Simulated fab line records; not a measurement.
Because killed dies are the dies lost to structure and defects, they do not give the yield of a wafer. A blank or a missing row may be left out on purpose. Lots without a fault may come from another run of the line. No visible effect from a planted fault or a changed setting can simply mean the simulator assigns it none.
fab line records + flow sky130
record:
- lots: 7
- wafers: 21
- last_day: 50
route steps=708 shown LDD_N@253 LDD_P@255 LDD_HVN@267 PAD_OPEN@708
lots that met no fault: taken from a fault-free run of the same line
start_h: hours from the record's first day to the start of the lot's first wafer shown + wait_h: hours elapsed since this lot's preceding step + " same as the row above + L1.1+2: a single row standing in for several wafers + - no value present, or no start provided + * or withheld: withheld + < > ~ a bound
route shown NAME@n: names a module that has steps shown in the file, with the first one's number in the route + usual: mean/standard deviation taken from wafers without a fault + same: alike in all rows + chamber/n: place in a boat + sites: per-site readings + _std_site: standard deviation across them + _edge_site: the outer-site mean with the inner-site mean subtracted + radius_mm: for every site, how far away it sits from the centre of the wafer + mask NAME#n: copy n + behind: the most recent tool/chamber to have shaped the wafer + hold: why the lot went on hold/how many hours it stayed there/how the hold came to an end + device: transistor that didn't switch, given as n, p or np + end of line: tests run on the same wafers once the route is complete + where a step has no rows: the recipe by itself + killed: the dies lost at the first sort to structure and to defects; this is not the yield of the wafer + map: per-die view of a wafer (x killed, . not killed, _ where there is no die)
set.NAME: the run value of the setting; set.NAME@STEP: its run value at that earlier step + model.NAME: the simulator's own value behind a step, which no gauge read
lots at selected steps of the route; one table per step, one row per wafer
services: a tool's chamber out of use, with start hour (start_h, from the record's first day; less than 0 if before it), hours out, and reason
== steps ==
step: SKY_LDD_N_STRIP_16
recipe:
- chemistry: O2/N2
- power_w: 1400
- pressure_mtorr: 1500
- platen_temp_c: withheld
- o2_flow_sccm: 3000
- n2_flow_sccm: 300
- overash_fraction: 0.5
usual:
- chamber_pressure_mTorr: 1500.0/1.5
- drypump_motor_current_A: 6.2/0.44
- oes_product_au: 0.410/0.0049
- strip_time_to_endpoint_s: 4.393/0.014
same:
- overash_fraction: 0.5
| lot.wafer | tool            | chamber | start_h | wait_h | chamber_pressure_mTorr | drypump_motor_current_A | oes_product_au | rf_hours_counter_h | strip_time_to_endpoint_s |
|-----------|-----------------|---------|---------|--------|------------------------|-------------------------|----------------|--------------------|--------------------------|
| L993.2    | plasma_asher-03 | 0       | 434.44  | 0.1    | 1503.0                 | 5.6                     | 0.404          | 74                 | 4.393                    |
| L993.3    | "               | 0       | "       | "      | 1501.2                 | 5.7                     | 0.413          | -                  | 4.389                    |
| L993.5    | "               | 0       | "       | "      | 1500.8                 | 5.7                     | 0.410          | -                  | 4.403                    |
| L995.2    | plasma_asher-02 | 1       | 441.89  | 0.1    | 1497.7                 | 5.4                     | 0.398          | 27                 | 4.399                    |
| L995.4    | "               | 0       | "       | "      | 1500.7                 | 6.0                     | 0.410          | -                  | 4.398                    |
| L995.5    | "               | 0       | "       | "      | 1500.2                 | 6.0                     | 0.405          | -                  | 4.400                    |
| L996.2    | plasma_asher-01 | 0       | 465.75  | 0.1    | 1498.2                 | 6.7                     | 0.407          | 3                  | 4.396                    |
| L996.4    | "               | 1       | "       | "      | 1502.9                 | 6.4                     | 0.406          | -                  | 4.383                    |
| L996.6    | "               | 0       | "       | "      | 1496.4                 | 6.7                     | 0.408          | -                  | 4.395                    |
| L997.3    | plasma_asher-01 | 0       | 466.74  | 0.1    | 1498.6                 | 6.7                     | 0.416          | -                  | 4.391                    |
| L997.4    | "               | 1       | "       | "      | 1501.0                 | 6.4                     | 0.413          | -                  | 4.371                    |
| L997.5    | "               | 1       | "       | "      | 1499.4                 | 6.3                     | 0.409          | -                  | 4.376                    |
| L108.1    | plasma_asher-01 | 1       | 555.64  | 0.1    | 1500.0                 | 6.4                     | 0.418          | 12                 | 4.395                    |
| L108.3    | "               | 1       | "       | "      | 1500.4                 | 6.4                     | 0.404          | -                  | 4.386                    |
| L108.4    | "               | 0       | "       | "      | 1499.9                 | 6.7                     | 0.411          | -                  | 4.374                    |
| L109.1    | plasma_asher-03 | 1       | 560.49  | 0.1    | 1498.5                 | 6.4                     | 0.407          | 86                 | 4.406                    |
| L109.5    | "               | 0       | "       | "      | 1499.1                 | 5.7                     | 0.411          | -                  | 4.398                    |
| L109.6    | "               | 1       | "       | "      | 1498.6                 | 6.4                     | 0.413          | -                  | 4.403                    |
| L114.1    | plasma_asher-01 | 0       | 605.79  | 0.1    | 1498.4                 | 6.7                     | 0.407          | 17                 | 4.422                    |
| L114.2    | "               | 1       | "       | "      | 1499.6                 | 6.4                     | 0.411          | 17                 | 4.413                    |
| L114.3    | "               | 0       | "       | "      | 1499.9                 | 6.7                     | 0.414          | -                  | 4.427                    |
step: SKY_LDD_N_TW_MEAS_17
usual:
- LDD_N_TW: 2590/18
| lot.wafer | tool          | chamber | start_h | wait_h | LDD_N_TW |
|-----------|---------------|---------|---------|--------|----------|
| L993.2    | film_metro-01 | -       | 434.55  | 0.1    | 2548     |
| L993.3    | "             | -       | "       | "      | 2579     |
| L993.5    | "             | -       | "       | "      | 2564     |
| L995.2    | film_metro-01 | -       | 442.00  | 0.1    | 2571     |
| L995.4    | "             | -       | "       | "      | 2568     |
| L995.5    | "             | -       | "       | "      | 2568     |
| L996.2    | film_metro-04 | -       | 465.86  | 0.1    | 2614     |
| L996.4    | "             | -       | "       | "      | 2612     |
| L996.6    | "             | -       | "       | "      | 2606     |
| L997.3    | film_metro-03 | -       | 466.83  | 0.1    | 2588     |
| L997.4    | "             | -       | "       | "      | 2570     |
| L997.5    | "             | -       | "       | "      | 2585     |
| L108.1    | film_metro-03 | -       | 555.74  | 0.1    | 2591     |
| L108.3    | "             | -       | "       | "      | 2576     |
| L108.4    | "             | -       | "       | "      | 2585     |
| L109.1    | film_metro-03 | -       | 560.59  | 0.1    | 2594     |
| L109.5    | "             | -       | "       | "      | 2580     |
| L109.6    | "             | -       | "       | "      | 2581     |
| L114.1    | film_metro-03 | -       | 605.89  | 0.1    | 2585     |
| L114.2    | "             | -       | "       | "      | 2591     |
| L114.3    | "             | -       | "       | "      | 2589     |
step: SKY_LDD_P_DEHYDRATE_00
recipe:
- temp_c: 200
- time_s: 60
step: SKY_LDD_P_HMDS_01
recipe:
- prime_time_s: 60
- prime_temp_c: 120
step: SKY_LDD_P_COAT_02
recipe:
- resist: NOVOLAK
- spin_rpm: 3000
- resist_thk_nm: 1140
step: SKY_LDD_P_SOFTBAKE_03
recipe:
- temp_c: 90
- time_s: 60
- resist: NOVOLAK
step: SKY_LDD_P_EXPOSE_04
recipe:
- mask_id: PSDM
- na: 0.6
- source_shape: conventional
- sigma_outer: 0.6
- polarization: unpolarized
- target_cd_nm: 380
- dose_mj: 138
step: SKY_LDD_P_PEB_05
recipe:
- temp_c: withheld
- time_s: *
- resist: NOVOLAK
step: SKY_LDD_P_DEVELOP_06
recipe:
- resist: NOVOLAK
- developer: TMAH
- develop_time_s: 60
- dev_temp_c: 23.57
step: SKY_LDD_P_CD_MEAS_07
recipe:
- target_cd_nm: 380
usual:
- cd_nm: 378.5/2.3
| lot.wafer | tool      | chamber | start_h | wait_h | cd_nm |
|-----------|-----------|---------|---------|--------|-------|
| L993.2    | cd_sem-02 | -       | 465.44  | 0.1    | 382.1 |
| L993.3    | "         | -       | "       | "      | 378.1 |
| L993.5    | "         | -       | "       | "      | 379.3 |
| L995.2    | cd_sem-01 | -       | 472.38  | 0.1    | 380.2 |
| L995.4    | "         | -       | "       | "      | 381.4 |
| L995.5    | "         | -       | "       | "      | 382.4 |
| L996.2    | cd_sem-01 | -       | 496.13  | 0.1    | 380.2 |
| L996.4    | "         | -       | "       | "      | 378.0 |
| L996.6    | "         | -       | "       | "      | 379.0 |
| L997.3    | cd_sem-02 | -       | 498.09  | 0.1    | 378.6 |
| L997.4    | "         | -       | "       | "      | 378.9 |
| L997.5    | "         | -       | "       | "      | 377.4 |
| L108.1    | cd_sem-01 | -       | 585.40  | 0.1    | 380.0 |
| L108.3    | "         | -       | "       | "      | 379.4 |
| L108.4    | "         | -       | "       | "      | 379.7 |
| L109.1    | cd_sem-02 | -       | 590.78  | 0.1    | 378.7 |
| L109.5    | "         | -       | "       | "      | 378.2 |
| L109.6    | "         | -       | "       | "      | 379.0 |
| L114.1    | cd_sem-02 | -       | 634.36  | 0.1    | 383.6 |
| L114.2    | "         | -       | "       | "      | 383.9 |
| L114.3    | "         | -       | "       | "      | 384.6 |
step: SKY_LDD_P_OVL_MEAS_08
usual:
- LDD_P_OVL: -1.4/1.5
| lot.wafer | tool       | chamber | start_h | wait_h | LDD_P_OVL[nm] |
|-----------|------------|---------|---------|--------|---------------|
| L993.2    | overlay-02 | -       | 465.55  | 0.1    | -0.5          |
| L993.3    | "          | -       | "       | "      | 0.1           |
| L993.5    | "          | -       | "       | "      | -2.6          |
| L995.2    | overlay-01 | -       | 472.48  | 0.1    | 0.1           |
| L995.4    | "          | -       | "       | "      | -0.2          |
| L995.5    | "          | -       | "       | "      | -0.9          |
| L996.2    | overlay-02 | -       | 496.23  | 0.1    | -3.0          |
| L996.4    | "          | -       | "       | "      | -3.5          |
| L996.6    | "          | -       | "       | "      | -5.9          |
| L997.3    | overlay-02 | -       | 498.18  | 0.1    | -0.8          |
| L997.4    | "          | -       | "       | "      | -0.9          |
| L997.5    | "          | -       | "       | "      | -1.3          |
| L108.1    | overlay-01 | -       | 585.52  | 0.1    | -4.1          |
| L108.3    | "          | -       | "       | "      | -0.8          |
| L108.4    | "          | -       | "       | "      | -2.5          |
| L109.1    | overlay-02 | -       | 590.90  | 0.1    | -0.3          |
| L109.5    | "          | -       | "       | "      | 0.4           |
| L109.6    | "          | -       | "       | "      | -0.9          |
| L114.1    | overlay-01 | -       | 634.48  | 0.1    | -1.0          |
| L114.2    | "          | -       | "       | "      | -1.5          |
| L114.3    | "          | -       | "       | "      | -0.9          |
step: SKY_LDD_P_IMPLANT_09
recipe:
- species: BF2
- energy_kev: 25
- dose_cm2: 1e+13
- tilt_deg: withheld
step: SKY_LDD_P_STRIP_10
recipe:
- chemistry: O2/N2
- power_w: 1400
- pressure_mtorr: 1500
- platen_temp_c: withheld
- o2_flow_sccm: 3000
- n2_flow_sccm: 300
- overash_fraction: 0.5
usual:
- chamber_pressure_mTorr: 1500.1/1.4
- drypump_motor_current_A: 6.0/0.37
- oes_product_au: 0.716/0.0044
- overash_fraction: 0.5/0
- strip_time_to_endpoint_s: 14.19/0.041
| lot.wafer | tool            | chamber | start_h | wait_h | chamber_pressure_mTorr | drypump_motor_current_A | oes_product_au | overash_fraction | rf_hours_counter_h | strip_time_to_endpoint_s | model.NOVOLAK_of_LDD_P_COAT_02.thk_nm |
|-----------|-----------------|---------|---------|--------|------------------------|-------------------------|----------------|------------------|--------------------|--------------------------|---------------------------------------|
| L993.2    | plasma_asher-02 | 0       | 465.73  | 0.1    | 1496.5                 | 6.0                     | 0.710          | 0.5              | 29                 | 14.20                    | 0                                     |
| L993.3    | "               | 0       | "       | "      | 1502.0                 | 6.0                     | 0.720          | 0.5              | -                  | 14.20                    | 0                                     |
| L993.5    | "               | 0       | "       | "      | 1500.7                 | 6.0                     | 0.719          | 0.5              | -                  | 14.20                    | 0                                     |
| L995.2    | plasma_asher-03 | 0       | 472.66  | 0.1    | -                      | -                       | -              | -                | -                  | -                        | 1143                                  |
| L995.4    | "               | 0       | "       | "      | -                      | -                       | -              | -                | -                  | -                        | 1142                                  |
| L995.5    | "               | 0       | "       | "      | -                      | -                       | -              | -                | -                  | -                        | 1136                                  |
| L996.2    | plasma_asher-04 | 1       | 496.41  | 0.1    | -                      | -                       | -              | -                | -                  | -                        | 1138                                  |
| L996.4    | "               | 1       | "       | "      | -                      | -                       | -              | -                | -                  | -                        | 1136                                  |
| L996.6    | "               | 1       | "       | "      | -                      | -                       | -              | -                | -                  | -                        | 1135                                  |
| L997.3    | plasma_asher-02 | 1       | 498.39  | 0.1    | -                      | -                       | -              | -                | -                  | -                        | 1136                                  |
| L997.4    | "               | 0       | "       | "      | -                      | -                       | -              | -                | -                  | -                        | 1137                                  |
| L997.5    | "               | 0       | "       | "      | -                      | -                       | -              | -                | -                  | -                        | 1141                                  |
| L108.1    | plasma_asher-04 | 0       | 585.71  | 0.1    | 1500.4                 | 6.3                     | 0.715          | 0.5              | 77                 | 14.23                    | 0                                     |
| L108.3    | "               | 0       | "       | "      | 1500.7                 | 6.4                     | 0.715          | 0.5              | -                  | 14.19                    | 0                                     |
| L108.4    | "               | 1       | "       | "      | 1499.8                 | 5.8                     | 0.716          | 0.5              | -                  | 14.21                    | 0                                     |
| L109.1    | plasma_asher-02 | 0       | 591.09  | 0.1    | 1500.8                 | 6.0                     | 0.717          | 0.5              | 42                 | 14.23                    | 0                                     |
| L109.5    | "               | 1       | "       | "      | 1498.0                 | 5.4                     | 0.715          | 0.5              | -                  | 14.23                    | 0                                     |
| L109.6    | "               | 0       | "       | "      | 1500.7                 | 6.0                     | 0.722          | 0.5              | -                  | 14.23                    | 0                                     |
| L114.1    | plasma_asher-03 | 1       | 634.66  | 0.1    | 1498.8                 | 6.4                     | 0.716          | 0.5              | 94                 | 14.20                    | 0                                     |
| L114.2    | "               | 0       | "       | "      | 1501.9                 | 5.6                     | 0.710          | 0.5              | 94                 | 14.21                    | 0                                     |
| L114.3    | "               | 0       | "       | "      | 1501.5                 | 5.7                     | 0.719          | 0.5              | -                  | 14.16                    | 0                                     |
step: SKY_LDD_P_TW_MEAS_11
usual:
- LDD_P_TW: 636/3.3
| lot.wafer | tool          | chamber | start_h | wait_h | LDD_P_TW |
|-----------|---------------|---------|---------|--------|----------|
| L993.2    | film_metro-03 | -       | 465.84  | 0.1    | 637      |
| L993.3    | "             | -       | "       | "      | 634      |
| L993.5    | "             | -       | "       | "      | 635      |
| L995.2    | film_metro-01 | -       | 472.80  | 0.1    | 638      |
| L995.4    | "             | -       | "       | "      | 638      |
| L995.5    | "             | -       | "       | "      | 636      |
| L996.2    | film_metro-01 | -       | 496.52  | 0.1    | 633      |
| L996.4    | "             | -       | "       | "      | 633      |
| L996.6    | "             | -       | "       | "      | 634      |
| L997.3    | film_metro-01 | -       | 498.48  | 0.1    | 633      |
| L997.4    | "             | -       | "       | "      | 635      |
| L997.5    | "             | -       | "       | "      | 636      |
| L108.1    | film_metro-01 | -       | 585.81  | 0.1    | 634      |
| L108.3    | "             | -       | "       | "      | 633      |
| L108.4    | "             | -       | "       | "      | 630      |
| L109.1    | film_metro-01 | -       | 591.19  | 0.1    | 633      |
| L109.5    | "             | -       | "       | "      | 635      |
| L109.6    | "             | -       | "       | "      | 628      |
| L114.1    | film_metro-03 | -       | 634.76  | 0.1    | 642      |
| L114.2    | "             | -       | "       | "      | 635      |
| L114.3    | "             | -       | "       | "      | 640      |
step: SKY_LDD_HVN_DEHYDRATE_00
recipe:
- temp_c: 200
- time_s: 60
step: SKY_LDD_HVN_HMDS_01
recipe:
- prime_time_s: 60
- prime_temp_c: 120
step: SKY_LDD_HVN_COAT_02
recipe:
- resist: NOVOLAK
- spin_rpm: 3000
- resist_thk_nm: 300
step: SKY_LDD_HVN_SOFTBAKE_03
recipe:
- temp_c: 90
- time_s: 60
- resist: NOVOLAK
step: SKY_LDD_HVN_EXPOSE_04
recipe:
- mask_id: HVNTM
- na: 0.6
- source_shape: conventional
- sigma_outer: 0.6
- polarization: unpolarized
- target_cd_nm: 700
- dose_mj: 127
step: SKY_LDD_HVN_PEB_05
recipe:
- temp_c: withheld
- time_s: *
- resist: NOVOLAK
step: SKY_LDD_HVN_DEVELOP_06
recipe:
- resist: NOVOLAK
- developer: TMAH
- develop_time_s: 60
- dev_temp_c: 23
step: SKY_LDD_HVN_OVL_MEAS_07
usual:
- LDD_HVN_OVL: -1.5/1.4
| lot.wafer | tool       | chamber | start_h | wait_h | LDD_HVN_OVL[nm] |
|-----------|------------|---------|---------|--------|-----------------|
| L993.2    | overlay-02 | -       | 496.38  | 0.1    | -1.6            |
| L993.3    | "          | -       | "       | "      | -3.1            |
| L993.5    | "          | -       | "       | "      | -3.1            |
| L995.2    | overlay-01 | -       | 503.33  | 0.1    | -1.7            |
| L995.4    | "          | -       | "       | "      | -3.2            |
| L995.5    | "          | -       | "       | "      | -3.5            |
| L996.2    | overlay-01 | -       | 526.44  | 0.1    | 0.4             |
| L996.4    | "          | -       | "       | "      | 0.7             |
| L996.6    | "          | -       | "       | "      | 1.7             |
| L997.3    | overlay-01 | -       | 528.67  | 0.1    | -0.9            |
| L997.4    | "          | -       | "       | "      | -0.3            |
| L997.5    | "          | -       | "       | "      | -0.6            |
| L108.1    | overlay-02 | -       | 615.51  | 0.1    | -3.0            |
| L108.3    | "          | -       | "       | "      | -1.1            |
| L108.4    | "          | -       | "       | "      | -1.7            |
| L109.1    | overlay-02 | -       | 620.51  | 0.1    | -1.6            |
| L109.5    | "          | -       | "       | "      | -2.5            |
| L109.6    | "          | -       | "       | "      | -4.1            |
| L114.1    | overlay-02 | -       | 663.81  | 0.1    | -1.7            |
| L114.2    | "          | -       | "       | "      | -1.6            |
| L114.3    | "          | -       | "       | "      | -3.2            |
step: SKY_LDD_HVN_IMPLANT_08
recipe:
- species: P
- energy_kev: 60
- dose_cm2: 3e+13
- tilt_deg: 40
step: SKY_LDD_HVN_STRIP_09
recipe:
- chemistry: O2/N2
- power_w: 1400
- pressure_mtorr: 1500
- platen_temp_c: withheld
- o2_flow_sccm: 3000
- n2_flow_sccm: 300
- overash_fraction: 0.5
usual:
- chamber_pressure_mTorr: 1500.1/1.3
- drypump_motor_current_A: 6.0/0.42
- oes_product_au: 0.409/0.0044
- strip_time_to_endpoint_s: 4.144/0.014
same:
- overash_fraction: 0.5
| lot.wafer | tool            | chamber | start_h | wait_h | chamber_pressure_mTorr | drypump_motor_current_A | oes_product_au | rf_hours_counter_h | strip_time_to_endpoint_s |
|-----------|-----------------|---------|---------|--------|------------------------|-------------------------|----------------|--------------------|--------------------------|
| L993.2    | plasma_asher-02 | 1       | 496.56  | 0.1    | 1498.4                 | 5.4                     | 0.406          | 32                 | 4.153                    |
| L993.3    | "               | 1       | "       | "      | 1501.6                 | 5.4                     | 0.408          | -                  | 4.137                    |
| L993.5    | "               | 1       | "       | "      | 1500.0                 | 5.4                     | 0.416          | -                  | 4.142                    |
| L995.2    | plasma_asher-02 | 1       | 503.51  | 0.1    | 1500.1                 | 5.4                     | 0.714          | 33                 | 21.792                   |
| L995.4    | "               | 1       | "       | "      | 1498.5                 | 5.4                     | 0.725          | -                  | 21.784                   |
| L995.5    | "               | 1       | "       | "      | 1501.9                 | 5.4                     | 0.712          | -                  | 21.680                   |
| L996.2    | plasma_asher-04 | 1       | 526.62  | 0.1    | 1499.2                 | 5.8                     | 0.718          | 71                 | 21.696                   |
| L996.4    | "               | 1       | "       | "      | 1499.6                 | 5.8                     | 0.713          | -                  | 21.682                   |
| L996.6    | "               | 1       | "       | "      | 1499.8                 | 5.8                     | 0.725          | -                  | 21.663                   |
| L997.3    | plasma_asher-04 | 1       | 528.88  | 0.1    | 1501.4                 | 5.8                     | 0.711          | -                  | 21.688                   |
| L997.4    | "               | 0       | "       | "      | 1500.5                 | 6.4                     | 0.716          | -                  | 21.707                   |
| L997.5    | "               | 0       | "       | "      | 1500.3                 | 6.4                     | 0.712          | -                  | 21.776                   |
| L108.1    | plasma_asher-02 | 0       | 615.69  | 0.1    | 1499.8                 | 6.0                     | 0.411          | 44                 | 4.140                    |
| L108.3    | "               | 1       | "       | "      | 1499.7                 | 5.4                     | 0.420          | -                  | 4.163                    |
| L108.4    | "               | 0       | "       | "      | 1499.4                 | 6.0                     | 0.403          | -                  | 4.157                    |
| L109.1    | plasma_asher-01 | 1       | 620.69  | 0.1    | 1500.6                 | 6.4                     | 0.411          | 19                 | 4.132                    |
| L109.5    | "               | 0       | "       | "      | 1501.2                 | 6.7                     | 0.407          | -                  | 4.114                    |
| L109.6    | "               | 1       | "       | "      | 1498.5                 | 6.4                     | 0.410          | -                  | 4.132                    |
| L114.1    | plasma_asher-02 | 1       | 663.99  | 0.1    | 1499.3                 | 5.4                     | 0.414          | 48                 | 4.152                    |
| L114.2    | "               | 0       | "       | "      | 1500.0                 | 6.0                     | 0.400          | 48                 | 4.135                    |
| L114.3    | "               | 1       | "       | "      | 1497.8                 | 5.4                     | 0.409          | -                  | 4.158                    |
step: SKY_LDD_HVN_TW_MEAS_10
usual:
- LDD_HVN_TW: 1447/10
| lot.wafer | tool          | chamber | start_h | wait_h | hold                     | LDD_HVN_TW |
|-----------|---------------|---------|---------|--------|--------------------------|------------|
| L993.2    | film_metro-04 | -       | 496.67  | 0.1    | -                        | 1457       |
| L993.3    | "             | -       | "       | "      | -                        | 1451       |
| L993.5    | "             | -       | "       | "      | -                        | 1461       |
| L995.2    | film_metro-02 | -       | 503.62  | 0.1    | await_dispo/0.2h/release | 30         |
| L995.4    | "             | -       | "       | "      | await_dispo/0.2h/release | 30         |
| L995.5    | "             | -       | "       | "      | await_dispo/0.2h/release | 30         |
| L995.2    | film_metro-02 | -       | 503.84  | 0.2    | -                        | 30         |
| L995.4    | "             | -       | "       | "      | -                        | 30         |
| L995.5    | "             | -       | "       | "      | -                        | 30         |
| L996.2    | film_metro-04 | -       | 526.73  | 0.1    | await_dispo/0.2h/release | 30         |
| L996.4    | "             | -       | "       | "      | await_dispo/0.2h/release | 30         |
| L996.6    | "             | -       | "       | "      | await_dispo/0.2h/release | 30         |
| L996.2    | film_metro-04 | -       | 526.96  | 0.2    | -                        | 30         |
| L996.4    | "             | -       | "       | "      | -                        | 30         |
| L996.6    | "             | -       | "       | "      | -                        | 30         |
| L997.3    | film_metro-01 | -       | 528.96  | 0.1    | await_dispo/0.2h/release | 30         |
| L997.4    | "             | -       | "       | "      | await_dispo/0.2h/release | 30         |
| L997.5    | "             | -       | "       | "      | await_dispo/0.2h/release | 30         |
| L997.3    | film_metro-01 | -       | 529.19  | 0.2    | -                        | 30         |
| L997.4    | "             | -       | "       | "      | -                        | 30         |
| L997.5    | "             | -       | "       | "      | -                        | 30         |
| L108.1    | film_metro-02 | -       | 615.79  | 0.1    | -                        | 1446       |
| L108.3    | "             | -       | "       | "      | -                        | 1446       |
| L108.4    | "             | -       | "       | "      | -                        | 1442       |
| L109.1    | film_metro-01 | -       | 620.79  | 0.1    | -                        | 1425       |
| L109.5    | "             | -       | "       | "      | -                        | 1425       |
| L109.6    | "             | -       | "       | "      | -                        | 1434       |
| L114.1    | film_metro-02 | -       | 664.09  | 0.1    | -                        | 1441       |
| L114.2    | "             | -       | "       | "      | -                        | 1446       |
| L114.3    | "             | -       | "       | "      | -                        | 1442       |
step: SKY_PAD_OPEN_PROBE_99
usual:
- defect_limited_yield: 82.5/2
- killed_at_M0_to_M3: 44/6.8
- killed_at_M4_up: 2.9/1.7
- killed_at_contacts: 24/5.2
- killed_at_front_end: 15/4
- killed_at_other: 0.2/0.44
- killed_dies: 86/9.9
- killed_open: 47/7.9
- killed_short: 39/6.3
- sort_bin_3_pad_short: 0.8/0.38
- sort_bin_5_function: 10.5/1.5
- sort_bin_6_memory: 6.2/1.1
- sort_n_pass: 406/9.9
- sort_yield_pct: 82.5/2
same:
- gross_dies: 492
- killed_at_back_side: 0
- sort_bin_4_leakage[%]: 0
- sort_bin_8_speed[%]: 0
| lot.wafer | tool      | chamber | start_h | wait_h | defect_limited_yield[%] | killed_at_M0_to_M3 | killed_at_M4_up | killed_at_contacts | killed_at_front_end | killed_at_other | killed_dies | killed_open | killed_short | sort_bin_3_pad_short[%] | sort_bin_5_function[%] | sort_bin_6_memory[%] | sort_n_pass | sort_yield_pct[%] |
|-----------|-----------|---------|---------|--------|-------------------------|--------------------|-----------------|--------------------|---------------------|-----------------|-------------|-------------|--------------|-------------------------|------------------------|----------------------|-------------|-------------------|
| L993.2    | prober-01 | -       | 1097.60 | 0.1    | 82.9                    | 41                 | 4               | 25                 | 13                  | 1               | 84          | 50          | 34           | 0.6                     | 9.3                    | 7.1                  | 408         | 82.9              |
| L993.3    | prober-01 | -       | 1097.65 | 0.2    | 86.6                    | 36                 | 2               | 15                 | 13                  | 0               | 66          | 30          | 36           | 1.0                     | 7.3                    | 5.1                  | 426         | 86.6              |
| L993.5    | prober-01 | -       | 1097.75 | 0.2    | 81.1                    | 45                 | 4               | 23                 | 21                  | 0               | 93          | 53          | 40           | 0.6                     | 13.2                   | 5.1                  | 399         | 81.1              |
killed by level:class
L993.2 CONTACT:geometric_particle:open=14 VIA3:geometric_particle:open=11 VIA2:geometric_particle:open=7 METAL1:geometric_particle:short=7 METAL2:geometric_particle:short=7 LOCAL_INTERCONNECT:geometric_particle:short=5 FIELD_ISO:geometric_particle:open=4 FIELD_ISO:geometric_particle:short=3
L993.3 VIA1:geometric_particle:open=6 VIA3:geometric_particle:open=6 CONTACT:geometric_particle:open=5 VIA3:geometric_particle:short=5 FIELD_ISO:geometric_particle:short=4 LI_CONTACT:geometric_particle:short=4 METAL1:geometric_particle:short=4 METAL2:geometric_particle:short=4
L993.5 CONTACT:geometric_particle:open=9 VIA3:geometric_particle:open=9 LI_CONTACT:geometric_particle:open=8 METAL2:geometric_particle:short=8 VIA1:geometric_particle:open=6 VIA2:geometric_particle:open=6 FIELD_ISO:geometric_particle:open=5 FIELD_ISO:geometric_particle:short=4
== services ==
| tool            | chamber | start_h | hours | kind       |
|-----------------|---------|---------|-------|------------|
| plasma_asher-03 | -       | 416.80  | 2.8   | pm         |
| plasma_asher-01 | -       | 421.33  | 9.0   | pm         |
| plasma_asher-01 | 0       | 421.33  | 9.0   | vent_cycle |
| plasma_asher-01 | 1       | 421.33  | 9.0   | vent_cycle |
| plasma_asher-01 | 0       | 430.33  | -     | clean      |
| plasma_asher-01 | 1       | 430.33  | -     | clean      |
| plasma_asher-02 | -       | 460.86  | 2.0   | repair     |
| plasma_asher-01 | -       | 475.39  | 5.9   | repair     |
| plasma_asher-03 | -       | 479.09  | 0.7   | repair     |
| plasma_asher-02 | -       | 485.50  | 0.8   | repair     |
| plasma_asher-03 | -       | 498.32  | 3.3   | repair     |
| plasma_asher-02 | -       | 529.83  | 2.2   | repair     |
| plasma_asher-04 | -       | 553.02  | 4.3   | pm         |
| plasma_asher-02 | -       | 626.74  | 6.2   | repair     |
| plasma_asher-03 | -       | 641.31  | 2.7   | repair     |
| plasma_asher-02 | -       | 646.68  | 10.2  | repair     |
== key ==
first_sign:
- step: SKY_LDD_P_STRIP_10
- reading: tool_record
- direction: missing
effect:
- step: SKY_LDD_HVN_STRIP_09
- reading: strip_time_to_endpoint_s
- direction: up
- sigmas: 99+
- usual: *
- struck: *
effect:
- step: SKY_LDD_HVN_TW_MEAS_10
- reading: visit
- direction: added
effect:
- step: SKY_LDD_HVN_TW_MEAS_10
- reading: LDD_HVN_TW
- direction: down
- sigmas: 99+
- usual: 1447
- struck: 30
model_effect:
- step: SKY_LDD_P_STRIP_10
- value: NOVOLAK_of_LDD_P_COAT_02.thk_nm
- without: 0
- struck: 1138
met_at SKY_LDD_P_STRIP_10
struck_wafers L995.2,L995.4,L995.5,L996.2,L996.4,L996.6,L997.3,L997.4,L997.5
scrapped_behind SKY_LDD_HVN_TW_MEAS_10 L995.2,L995.4,L995.5,L996.2,L996.4,L996.6,L997.3,L997.4,L997.5
onset_between 465.73 472.66
fault:
- kind: skipped_step_whole
- tool: plasma_asher-02,plasma_asher-03,plasma_asher-04
- chamber: -
- onset_h: 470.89
- steps: SKY_LDD_P_STRIP_10
- scope: struck_lots_only
